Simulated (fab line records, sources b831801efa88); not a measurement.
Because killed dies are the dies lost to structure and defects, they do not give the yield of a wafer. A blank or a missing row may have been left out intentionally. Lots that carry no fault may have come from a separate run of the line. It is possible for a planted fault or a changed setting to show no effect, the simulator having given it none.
What tool caused it? :: flow gf180mcu :: 39 wafers from 13 lots sampled at 4 of the route's 602 steps

WHAT THE GAUGES SHOWED, per wafer
GF_V5_RS_MEAS_24: uses a four-point probe to measure. Usual: V5_W_RS gives 0.327 ohm/sq (standard deviation 0.0033).
lot: L111
measured: day 28 05:22
on: filmMetro-02
V5_W_RS (ohm/sq): 0.322 0.330 0.324
flag: 

lot: L112
measured: day 28 08:37
on: filmMetro-01
V5_W_RS (ohm/sq): 0.327 0.320 0.318
flag: 

lot: L113
measured: day 28 12:13
on: filmMetro-04
V5_W_RS (ohm/sq): 0.327 0.330 0.327
flag: 

lot: L114
measured: day 28 20:25
on: filmMetro-02
V5_W_RS (ohm/sq): 0.321 0.327 0.328
flag: 

lot: L118
measured: day 29 15:45
on: filmMetro-02
V5_W_RS (ohm/sq): 0.333 0.326 0.330
flag: 

lot: L117
measured: day 29 19:17
on: filmMetro-04
V5_W_RS (ohm/sq): 0.331 0.332 0.334
flag: 

lot: L119
measured: day 29 23:10
on: filmMetro-01
V5_W_RS (ohm/sq): 0.328 0.328 0.328
flag: 

lot: L120
measured: day 30 01:12
on: filmMetro-02
V5_W_RS (ohm/sq): 0.330 0.328 0.332
flag: 

lot: L121
measured: day 30 08:13
on: filmMetro-04
V5_W_RS (ohm/sq): 0.324 0.325 0.326
flag: 

lot: L122
measured: day 30 18:27
on: filmMetro-02
V5_W_RS (ohm/sq): 0.324 0.327 0.326
flag: 

lot: L125
measured: day 31 15:07
on: filmMetro-01
V5_W_RS (ohm/sq): 0.327 0.326 0.327
flag: 

lot: L132
measured: day 33 08:32
on: filmMetro-01
V5_W_RS (ohm/sq): 0.334 0.327 0.329
flag: 

lot: L133
measured: day 33 12:49
on: filmMetro-04
V5_W_RS (ohm/sq): 0.325 0.327 0.327
flag: 

TOOL THAT RAN EACH LOT (tool first, then ch and the chambers of the sampled wafers, then the start)
lot: L111
GF_M3_SPUTTER_03: pvdSputter-02, day 21 11:19
GF_M3_SPUTTER_04: pvdSputter-02, day 21 11:20
GF_MIM_SPUTTER_09: pvdSputter-04, day 25 12:05

lot: L112
GF_M3_SPUTTER_03: pvdSputter-04, day 21 14:10
GF_M3_SPUTTER_04: pvdSputter-04, day 21 14:11
GF_MIM_SPUTTER_09: pvdSputter-01, day 25 14:58

lot: L113
GF_M3_SPUTTER_03: pvdSputter-01, day 21 19:46
GF_M3_SPUTTER_04: pvdSputter-01, day 21 19:47
GF_MIM_SPUTTER_09: pvdSputter-02, day 25 19:30

lot: L114
GF_M3_SPUTTER_03: pvdSputter-01, day 22 04:33
GF_M3_SPUTTER_04: pvdSputter-01, day 22 04:34
GF_MIM_SPUTTER_09: pvdSputter-02, day 26 03:54

lot: L118
GF_M3_SPUTTER_03: pvdSputter-02, day 23 02:07
GF_M3_SPUTTER_04: pvdSputter-02, day 23 02:08
GF_MIM_SPUTTER_09: pvdSputter-01, day 27 00:49

lot: L117
GF_M3_SPUTTER_03: pvdSputter-01, day 23 06:35
GF_M3_SPUTTER_04: pvdSputter-01, day 23 06:37
GF_MIM_SPUTTER_09: pvdSputter-04, day 27 04:21

lot: L119
GF_M3_SPUTTER_03: pvdSputter-02, day 23 11:49
GF_M3_SPUTTER_04: pvdSputter-02, day 23 11:50
GF_MIM_SPUTTER_09: pvdSputter-02, day 27 08:55

lot: L120
GF_M3_SPUTTER_03: pvdSputter-01, day 23 16:40
GF_M3_SPUTTER_04: pvdSputter-01, day 23 16:41
GF_MIM_SPUTTER_09: pvdSputter-04, day 27 12:19

lot: L121
GF_M3_SPUTTER_03: pvdSputter-01, day 23 23:25
GF_M3_SPUTTER_04: pvdSputter-01, day 23 23:26
GF_MIM_SPUTTER_09: pvdSputter-04, day 27 18:37

lot: L122
GF_M3_SPUTTER_03: pvdSputter-01, day 24 11:05
GF_M3_SPUTTER_04: pvdSputter-01, day 24 11:06
GF_MIM_SPUTTER_09: pvdSputter-04, day 28 06:37

lot: L125
GF_M3_SPUTTER_03: pvdSputter-01, day 25 11:41
GF_M3_SPUTTER_04: pvdSputter-01, day 25 11:42
GF_MIM_SPUTTER_09: pvdSputter-01, day 29 04:55

lot: L132
GF_M3_SPUTTER_03: pvdSputter-04, day 27 16:13
GF_M3_SPUTTER_04: pvdSputter-04, day 27 16:15
GF_MIM_SPUTTER_09: pvdSputter-02, day 31 03:06

lot: L133
GF_M3_SPUTTER_03: pvdSputter-01, day 27 23:03
GF_M3_SPUTTER_04: pvdSputter-01, day 27 23:05
GF_MIM_SPUTTER_09: pvdSputter-01, day 31 09:02
- GF_M3_SPUTTER_03: material Ti, target thk 10 nm, time 6.7 s.
- GF_M3_SPUTTER_04: material TiN, target thk 50 nm, time 41.7 s.
- GF_MIM_SPUTTER_09: material TiN, target thk 35 nm, time 29.2 s.

AS READ BY THE TOOLS THEMSELVES (means over the sampled wafers that have a number; for cases with no such wafer, the mark the record gives instead)
GF_M3_SPUTTER_03. Usual: throttleValvePct 29.5 %, standard deviation 1.3.
lot: L111
tool: pvdSputter-02
throttleValvePct (%): 28.5
flag: 

lot: L112
tool: pvdSputter-04
throttleValvePct (%): 30.5
flag: 

lot: L113
tool: pvdSputter-01
throttleValvePct (%): 28.5
flag: 

lot: L114
tool: pvdSputter-01
throttleValvePct (%): 28.6
flag: 

lot: L118
tool: pvdSputter-02
throttleValvePct (%): 28.3
flag: 

lot: L117
tool: pvdSputter-01
throttleValvePct (%): 29.5
flag: 

lot: L119
tool: pvdSputter-02
throttleValvePct (%): 29.7
flag: 

lot: L120
tool: pvdSputter-01
throttleValvePct (%): 29.2
flag: 

lot: L121
tool: pvdSputter-01
throttleValvePct (%): 29.7
flag: 

lot: L122
tool: pvdSputter-01
throttleValvePct (%): 28.5
flag: 

lot: L125
tool: pvdSputter-01
throttleValvePct (%): 29.3
flag: 

lot: L132
tool: pvdSputter-04
throttleValvePct (%): 31.2
flag: 

lot: L133
tool: pvdSputter-01
throttleValvePct (%): 29.4
flag: 

GF_M3_SPUTTER_04. Usual: throttleValvePct 29.4 %, standard deviation 1.2.
lot: L111
tool: pvdSputter-02
throttleValvePct (%): 28.4
flag: 

lot: L112
tool: pvdSputter-04
throttleValvePct (%): 30.4
flag: 

lot: L113
tool: pvdSputter-01
throttleValvePct (%): 28.5
flag: 

lot: L114
tool: pvdSputter-01
throttleValvePct (%): 28.6
flag: 

lot: L118
tool: pvdSputter-02
throttleValvePct (%): 28.4
flag: 

lot: L117
tool: pvdSputter-01
throttleValvePct (%): 29.5
flag: 

lot: L119
tool: pvdSputter-02
throttleValvePct (%): 29.6
flag: 

lot: L120
tool: pvdSputter-01
throttleValvePct (%): 29.3
flag: 

lot: L121
tool: pvdSputter-01
throttleValvePct (%): 29.7
flag: 

lot: L122
tool: pvdSputter-01
throttleValvePct (%): 28.6
flag: 

lot: L125
tool: pvdSputter-01
throttleValvePct (%): 29.3
flag: 

lot: L132
tool: pvdSputter-04
throttleValvePct (%): 30.9
flag: 

lot: L133
tool: pvdSputter-01
throttleValvePct (%): 29.6
flag: 

GF_MIM_SPUTTER_09. Usual: throttleValvePct 29.7 %, standard deviation 1.2.
lot: L111
tool: pvdSputter-04
throttleValvePct (%): 30.8
flag: 

lot: L112
tool: pvdSputter-01
throttleValvePct (%): 28.8
flag: 

lot: L113
tool: pvdSputter-02
throttleValvePct (%): 29.5
flag: 

lot: L114
tool: pvdSputter-02
throttleValvePct (%): 28.6
flag: 

lot: L118
tool: pvdSputter-01
throttleValvePct (%): 28.9
flag: 

lot: L117
tool: pvdSputter-04
throttleValvePct (%): 30.1
flag: 

lot: L119
tool: pvdSputter-02
throttleValvePct (%): 29.6
flag: 

lot: L120
tool: pvdSputter-04
throttleValvePct (%): 30.7
flag: 

lot: L121
tool: pvdSputter-04
throttleValvePct (%): 30.6
flag: 

lot: L122
tool: pvdSputter-04
throttleValvePct (%): 30.8
flag: 

lot: L125
tool: pvdSputter-01
throttleValvePct (%): 28.3
flag: 

lot: L132
tool: pvdSputter-02
throttleValvePct (%): 30.6
flag: 

lot: L133
tool: pvdSputter-01
throttleValvePct (%): 28.3
flag: 

THE ANSWER, worked out from the rows above alone
Rule: a lot is off if the mean of its wafers that have a number lies more than 3 standard deviations from the usual mean. Also off: a lot with no number at a reading for which 4 or more lots have one. All remaining lots with rows at the step are treated as sound. The gauges are gone through in route order, then the tools' own readings, and for those a lot's mean is taken as printed above. The first step at which some lot is off is used, and at that step the reading that is off furthest; a lot without a number counts as furthest.
No lot is off at any reading shown: from this, nothing can be told.

WHAT WAS PUT IN BY THE SIMULATOR
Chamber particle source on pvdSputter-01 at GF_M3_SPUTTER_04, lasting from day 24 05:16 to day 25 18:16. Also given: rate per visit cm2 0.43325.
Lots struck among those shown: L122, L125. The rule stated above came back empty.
